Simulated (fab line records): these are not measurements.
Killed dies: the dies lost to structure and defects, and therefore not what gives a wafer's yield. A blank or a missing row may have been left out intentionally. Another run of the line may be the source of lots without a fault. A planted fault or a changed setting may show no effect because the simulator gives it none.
fab line records -- flow sky130
record: lots: 14, wafers: 42, last_day: 50
route steps=708 shown METAL1@438 VIA1@472 PAD_OPEN@700
lots with no fault: from the same line, run without faults
start_h: hours from the record's opening day to when the first of the lot's shown wafers began -- wait_h: hours from the lot's prior step to this one -- " repeats the value in the row above -- L1.1+2: a single row standing in for several wafers -- - no value present, or no start provided -- * or withheld: withheld -- < > ~ a bound
route shown NAME@n: NAME is a module with steps in the file, n the number in the route of the first one -- usual: mean/standard deviation of fault-free wafers -- same: alike in all rows -- chamber/n: place in a boat -- sites: readings site by site -- _std_site: the values' standard deviation -- _edge_site: outer sites' mean less inner sites' -- radius_mm: for every site, how far away it sits from the centre of the wafer -- mask NAME#n: copy n -- behind: the most recent tool/chamber to have shaped the wafer -- hold: cause of the lot's hold/its duration in hours/its outcome -- device: whichever transistor did not switch (one of n, p or np) -- end of line: the tests these same wafers got at the end of their route -- a step without rows: its recipe alone -- killed: count of dies lost to structure and defects at first sort (not the wafer's yield) -- map: the dies of a wafer, with x for killed, . for not killed, _ for no die there
set.NAME: the setting that was run; set.NAME@STEP: the one run at that earlier step -- model.NAME: the simulator's own value behind a step, which no gauge read
one table for each step of the route and one row for each wafer, over a sample of lots
services: when a tool's chamber went out of use (start_h, in hours from the record's first day, below 0 if earlier), for how many hours, and the reason
== steps ==
step: SKY_METAL1_SPUTTER_04
recipe: material: TiN, target_thk_nm: 70, power_w: 6500, time_s: 58.3, chamber_pressure_pa: 0.4
usual: throttle_valve_pct: 30.0/0.87
lot.wafer,tool,chamber,start_h,wait_h,throttle_valve_pct
L369.1,pvd_sputter-03,-,746.26,0.0,29.9
L369.4,pvd_sputter-03,-,746.26,0.0,29.7
L369.6,pvd_sputter-03,-,746.26,0.0,29.6
L370.1,pvd_sputter-02,-,759.63,0.0,29.1
L370.3,pvd_sputter-02,-,759.63,0.0,29.4
L370.4,pvd_sputter-02,-,759.63,0.0,31.8
L372.2,pvd_sputter-02,-,766.72,0.0,29.2
L372.5,pvd_sputter-02,-,766.72,0.0,32.1
L372.6,pvd_sputter-02,-,766.72,0.0,29.1
L374.1,pvd_sputter-01,-,790.35,0.0,30.4
L374.3,pvd_sputter-01,-,790.35,0.0,29.5
L374.4,pvd_sputter-01,-,790.35,0.0,30.4
L380.1,pvd_sputter-02,-,831.45,0.0,29.5
L380.2,pvd_sputter-02,-,831.45,0.0,31.9
L380.6,pvd_sputter-02,-,831.45,0.0,30.0
L381.2,pvd_sputter-03,-,839.65,0.0,29.8
L381.3,pvd_sputter-03,-,839.65,0.0,28.7
L381.6,pvd_sputter-03,-,839.65,0.0,30.0
L383.1,pvd_sputter-03,-,859.41,0.0,29.9
L383.2,pvd_sputter-03,-,859.41,0.0,29.7
L383.6,pvd_sputter-03,-,859.41,0.0,28.4
L384.2,pvd_sputter-01,-,865.93,0.0,29.3
L384.3,pvd_sputter-01,-,865.93,0.0,30.7
L384.6,pvd_sputter-01,-,865.93,0.0,30.3
L385.1,pvd_sputter-01,-,879.50,0.0,30.4
L385.2,pvd_sputter-01,-,879.50,0.0,29.4
L385.6,pvd_sputter-01,-,879.50,0.0,30.4
L386.2,pvd_sputter-02,-,881.34,0.0,32.0
L386.4,pvd_sputter-02,-,881.34,0.0,30.6
L386.5,pvd_sputter-02,-,881.34,0.0,29.6
L387.1,pvd_sputter-01,-,881.59,0.0,30.3
L387.3,pvd_sputter-01,-,881.59,0.0,30.4
L387.4,pvd_sputter-01,-,881.59,0.0,30.6
L388.3,pvd_sputter-02,-,888.23,0.0,29.6
L388.5,pvd_sputter-02,-,888.23,0.0,29.2
L388.6,pvd_sputter-02,-,888.23,0.0,32.2
L389.1,pvd_sputter-01,-,897.10,0.0,30.5
L389.4,pvd_sputter-01,-,897.10,0.0,30.4
L389.6,pvd_sputter-01,-,897.10,0.0,29.2
L390.1,pvd_sputter-03,-,904.75,0.0,30.0
L390.3,pvd_sputter-03,-,904.75,0.0,29.8
L390.6,pvd_sputter-03,-,904.75,0.0,29.8
step: SKY_VIA1_ETCH_14
recipe: chemistry: N2/H2, target: BARC, ion_energy_ev: 200, source_w: 500, bias_w: 100, pressure_mtorr: 30, n2_flow_sccm: 100, h2_flow_sccm: 200, stop_on: SiO2, time_s: 45.9, target_depth_a: 600
usual: drypump_motor_current_A: 5.8/0.46, h2_flow_sccm: 200.0/0.65, oes_product_au: 0.854/0.0048, throttle_valve_pct: 13.224/0.0089
lot.wafer,tool,chamber,start_h,wait_h,drypump_motor_current_A,h2_flow_sccm,oes_product_au,rf_hours_counter_h,throttle_valve_pct
L369.1,rie_diel-03,3,801.18,0.0,5.3,200.2,0.856,4,13.223
L369.4,rie_diel-03,0,801.18,0.0,5.7,201.7,0.846,11,13.231
L369.6,rie_diel-03,1,801.18,0.0,6.1,200.9,0.847,-,13.232
L370.1,rie_diel-04,2,814.80,0.0,5.8,199.4,0.856,8,13.214
L370.3,rie_diel-04,1,814.80,0.0,5.1,200.1,0.849,5,13.244
L370.4,rie_diel-04,0,814.80,0.0,6.0,199.7,0.851,32,13.231
L372.2,rie_diel-03,3,822.30,0.0,5.2,200.2,0.861,4,13.216
L372.5,rie_diel-03,3,822.30,0.0,5.3,199.8,0.852,-,13.203
L372.6,rie_diel-03,2,822.30,0.0,5.7,200.1,0.845,-,13.229
L374.1,rie_diel-01,3,845.90,0.0,6.5,200.7,0.855,1,13.228
L374.3,rie_diel-01,0,845.90,0.0,6.1,198.6,0.861,11,13.210
L374.4,rie_diel-01,2,845.90,0.0,6.7,199.9,0.855,20,13.229
L380.1,rie_diel-03,2,885.40,0.0,5.7,199.9,0.859,4,13.226
L380.2,rie_diel-03,0,885.40,0.0,5.7,199.3,0.848,13,13.214
L380.6,rie_diel-03,3,885.40,0.0,5.3,200.6,0.851,-,13.224
L381.2,rie_diel-01,3,892.41,0.0,6.5,200.5,0.848,3,13.220
L381.3,rie_diel-01,0,892.41,0.0,6.1,199.7,0.849,12,13.222
L381.6,rie_diel-01,1,892.41,0.0,5.2,201.2,0.856,-,13.213
L383.1,rie_diel-03,2,912.52,0.0,5.7,200.0,0.850,5,13.228
L383.2,rie_diel-03,3,912.52,0.0,5.2,199.8,0.855,6,13.216
L383.6,rie_diel-03,2,912.52,0.0,5.7,198.7,0.852,-,13.225
L384.2,rie_diel-01,2,918.78,0.0,6.7,200.5,0.848,22,13.227
L384.3,rie_diel-01,1,918.78,0.0,5.2,200.3,0.846,6,13.220
L384.6,rie_diel-01,3,918.78,0.0,6.5,200.4,0.863,-,13.231
L385.1,rie_diel-04,0,931.84,0.0,6.0,199.3,0.853,3,13.241
L385.2,rie_diel-04,1,931.84,0.0,5.2,199.8,0.856,10,13.221
L385.6,rie_diel-04,0,931.84,0.0,6.0,199.0,0.863,-,13.229
L386.2,rie_diel-03,0,933.16,0.0,5.7,200.7,0.850,14,13.213
L386.4,rie_diel-03,3,933.16,0.0,5.3,200.5,0.851,6,13.232
L386.5,rie_diel-03,1,933.16,0.0,6.2,200.4,0.853,-,13.230
L387.1,rie_diel-04,2,933.95,0.0,5.8,199.7,0.856,12,13.222
L387.3,rie_diel-04,0,933.95,0.0,6.0,200.4,0.863,3,13.234
L387.4,rie_diel-04,1,933.95,0.0,5.2,200.5,0.854,10,13.238
L388.3,rie_diel-03,2,940.17,0.0,5.7,200.7,0.851,6,13.213
L388.5,rie_diel-03,2,940.17,0.0,5.7,200.1,0.854,-,13.211
L388.6,rie_diel-03,1,940.17,0.0,6.1,201.3,0.859,-,13.230
L389.1,rie_diel-03,2,946.26,0.0,5.7,200.8,0.849,6,13.220
L389.4,rie_diel-03,0,946.26,0.0,5.7,200.5,0.859,14,13.230
L389.6,rie_diel-03,2,946.26,0.0,5.7,198.9,0.859,-,13.222
L390.1,rie_diel-04,3,959.10,0.0,5.3,199.3,0.850,24,13.231
L390.3,rie_diel-04,1,959.10,0.0,5.1,200.0,0.862,10,13.240
L390.6,rie_diel-04,2,959.10,0.0,5.8,200.1,0.854,-,13.219
step: SKY_VIA1_STRIP_16
recipe: chemistry: O2/N2, power_w: 1400, pressure_mtorr: 1500, platen_temp_c: withheld, o2_flow_sccm: 3000, n2_flow_sccm: 300, overash_fraction: 0.5
usual: drypump_motor_current_A: 5.6/0.64, oes_product_au: 0.416/0.0043, strip_time_to_endpoint_s: 4.456/0.019
lot.wafer,tool,chamber,start_h,wait_h,drypump_motor_current_A,oes_product_au,rf_hours_counter_h,strip_time_to_endpoint_s
L369.1,plasma_asher-04,1,801.26,0.0,5.3,0.412,63,4.445
L369.4,plasma_asher-04,1,801.26,0.0,5.3,0.414,-,4.431
L369.6,plasma_asher-04,0,801.26,0.0,6.6,0.415,-,4.423
L370.1,plasma_asher-04,0,814.89,0.0,6.6,0.418,64,4.446
L370.3,plasma_asher-04,0,814.89,0.0,6.6,0.412,-,4.491
L370.4,plasma_asher-04,1,814.89,0.0,5.3,0.419,-,4.450
L372.2,plasma_asher-01,0,822.39,0.0,4.9,0.427,102,4.495
L372.5,plasma_asher-01,1,822.39,0.0,6.1,0.415,-,4.468
L372.6,plasma_asher-01,0,822.39,0.0,4.9,0.419,-,4.489
L374.1,plasma_asher-04,1,845.99,0.0,5.3,0.404,67,4.448
L374.3,plasma_asher-04,0,845.99,0.0,6.6,0.415,-,4.452
L374.4,plasma_asher-04,1,845.99,0.0,5.3,0.418,-,4.447
L380.1,plasma_asher-01,1,885.49,0.0,6.0,0.413,109,4.468
L380.2,plasma_asher-01,0,885.49,0.0,4.9,0.416,109,4.472
L380.6,plasma_asher-01,1,885.49,0.0,6.1,0.408,-,4.505
L381.2,plasma_asher-04,0,892.50,0.0,6.5,0.411,72,4.460
L381.3,plasma_asher-04,0,892.50,0.0,6.5,0.422,-,4.446
L381.6,plasma_asher-04,1,892.50,0.0,5.3,0.413,-,4.470
L383.1,plasma_asher-02,0,912.61,0.0,5.0,0.417,48,4.447
L383.2,plasma_asher-02,1,912.61,0.0,5.5,0.412,48,4.486
L383.6,plasma_asher-02,1,912.61,0.0,5.5,0.423,-,4.435
L384.2,plasma_asher-01,1,918.86,0.0,6.1,0.411,111,4.438
L384.3,plasma_asher-01,0,918.86,0.0,4.9,0.419,-,4.463
L384.6,plasma_asher-01,0,918.86,0.0,4.9,0.419,-,4.456
L385.1,plasma_asher-01,1,931.93,0.0,6.1,0.413,113,4.457
L385.2,plasma_asher-01,0,931.93,0.0,4.9,0.415,113,4.481
L385.6,plasma_asher-01,1,931.93,0.0,6.1,0.413,-,4.459
L386.2,plasma_asher-04,0,933.25,0.0,6.6,0.417,77,4.494
L386.4,plasma_asher-04,0,933.25,0.0,6.6,0.415,-,4.483
L386.5,plasma_asher-04,0,933.25,0.0,6.6,0.416,-,4.472
L387.1,plasma_asher-02,1,934.04,0.0,5.6,0.416,51,4.464
L387.3,plasma_asher-02,1,934.04,0.0,5.5,0.417,-,4.472
L387.4,plasma_asher-02,0,934.04,0.0,4.9,0.417,-,4.451
L388.3,plasma_asher-01,1,940.30,0.1,6.1,0.409,-,4.443
L388.5,plasma_asher-01,1,940.30,0.1,6.1,0.410,-,4.438
L388.6,plasma_asher-01,0,940.30,0.1,4.9,0.410,-,4.451
L389.1,plasma_asher-02,1,946.35,0.0,5.5,0.417,52,4.442
L389.4,plasma_asher-02,0,946.35,0.0,4.9,0.407,-,4.464
L389.6,plasma_asher-02,0,946.35,0.0,4.9,0.408,-,4.429
L390.1,plasma_asher-04,1,959.19,0.0,5.3,0.420,79,4.458
L390.3,plasma_asher-04,1,959.19,0.0,5.2,0.417,-,4.475
L390.6,plasma_asher-04,1,959.19,0.0,5.3,0.419,-,4.453
step: SKY_PAD_OPEN_DEVELOP_06
recipe: develop_time_s: 60, dev_temp_c: 23
usual: chill_plate_temp_C: 23.01/0.11, develop_time_s: 60/0
lot.wafer,tool,chamber,start_h,wait_h,chill_plate_temp_C,develop_time_s
L369.1,litho_track-01,0,1083,-,22.89,60
L369.4,litho_track-01,0,1083,-,22.82,60
L369.6,litho_track-01,0,1083,-,22.82,60
L370.1,litho_track-03,0,1087,-,22.99,60
L370.3,litho_track-03,0,1087,-,23.01,60
L370.4,litho_track-03,0,1087,-,23.01,60
L372.2,litho_track-02,0,1099,-,22.95,60
L372.5,litho_track-02,0,1099,-,22.81,60
L372.6,litho_track-02,0,1099,-,22.94,60
L374.1,litho_track-03,0,1111,-,23.17,60
L374.3,litho_track-03,0,1112,-,23.13,60
L374.4,litho_track-03,0,1112,-,23.09,60
L380.1,litho_track-03,-,1142,-,-,-
L380.2,litho_track-03,-,1142,-,-,-
L380.6,litho_track-03,-,1142,-,-,-
L381.2,litho_track-01,-,1147,-,-,-
L381.3,litho_track-01,-,1148,-,-,-
L381.6,litho_track-01,-,1148,-,-,-
L383.1,litho_track-02,0,1166,-,23.05,60
L383.2,litho_track-02,0,1166,-,23.01,60
L383.6,litho_track-02,0,1166,-,23.15,60
L384.2,litho_track-03,0,1169,-,23.02,60
L384.3,litho_track-03,0,1169,-,23.06,60
L384.6,litho_track-03,0,1169,-,22.91,60
L385.1,litho_track-03,0,1183,-,22.81,60
L385.2,litho_track-03,0,1183,-,22.90,60
L385.6,litho_track-03,0,1184,-,22.99,60
L386.2,litho_track-02,0,1184,-,22.95,60
L386.4,litho_track-02,0,1184,-,23.14,60
L386.5,litho_track-02,0,1184,-,23.14,60
L387.1,litho_track-03,0,1185,-,23.06,60
L387.3,litho_track-03,0,1185,-,22.88,60
L387.4,litho_track-03,0,1185,-,22.93,60
L388.3,litho_track-03,0,1186,-,23.18,60
L388.5,litho_track-03,0,1186,-,23.17,60
L388.6,litho_track-03,0,1186,-,23.13,60
L389.1,litho_track-02,0,1187,-,22.88,60
L389.4,litho_track-02,0,1187,-,23.13,60
L389.6,litho_track-02,0,1187,-,23.07,60
L390.1,litho_track-02,0,1194,-,23.02,60
L390.3,litho_track-02,0,1194,-,23.09,60
L390.6,litho_track-02,0,1194,-,23.02,60
== services ==
tool,chamber,start_h,hours,kind
rie_diel-03,3,726.45,16.5,repair
plasma_asher-01,-,744.25,4.4,repair
plasma_asher-04,-,766.47,1.9,repair
rie_diel-03,-,770.02,0.5,repair
rie_diel-03,0,782.81,5.2,repair
rie_diel-03,-,791.22,0.7,repair
pvd_sputter-02,-,794.24,9.0,repair
pvd_sputter-01,-,803.65,39.1,repair
rie_diel-03,0,815.07,3.9,repair
plasma_asher-01,-,864.83,2.8,pm
plasma_asher-01,-,905.74,4.1,repair
plasma_asher-01,-,913.01,3.3,repair
pvd_sputter-02,-,924.27,0.6,repair
pvd_sputter-02,-,928.96,2.4,repair
rie_diel-03,0,1025.74,2.8,repair
rie_diel-03,3,1030.00,6.4,repair
rie_diel-03,1,1052.36,5.1,repair
plasma_asher-04,-,1058.49,2.7,repair
rie_diel-03,3,1068.35,9.0,repair
rie_diel-03,-,1104.50,0.8,repair
rie_diel-03,3,1109.66,14.7,repair
rie_diel-03,0,1146.77,16.4,repair
rie_diel-03,-,1148.90,1.1,repair
rie_diel-03,1,1160.00,12.5,repair
== key ==
first_sign: step: SKY_PAD_OPEN_DEVELOP_06, reading: tool_record, direction: missing
effect none on later readings
met_at SKY_PAD_OPEN_DEVELOP_06
struck_lots L380,L381
later_rows_left_out L380.1,L380.2,L380.6,L381.2,L381.3,L381.6
sort_left_out L380.1,L380.2,L380.6,L381.2,L381.3,L381.6
not_acting_at SKY_METAL1_SPUTTER_04,SKY_VIA1_ETCH_14,SKY_VIA1_STRIP_16
onset_between 1111 1142
fault: kind: skipped_step_whole, tool: litho_track-01,litho_track-03, chamber: -, onset_h: 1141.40, steps: SKY_PAD_OPEN_DEVELOP_06, scope: struck_lots_only
sort_left_out: the simulated sort isn't trusted on such a fault, so these wafers' sort isn't shown, and their yield isn't known
later_rows_left_out: the simulator's readings of these wafers behind a module that went badly wrong aren't trusted and aren't shown, but for the sort
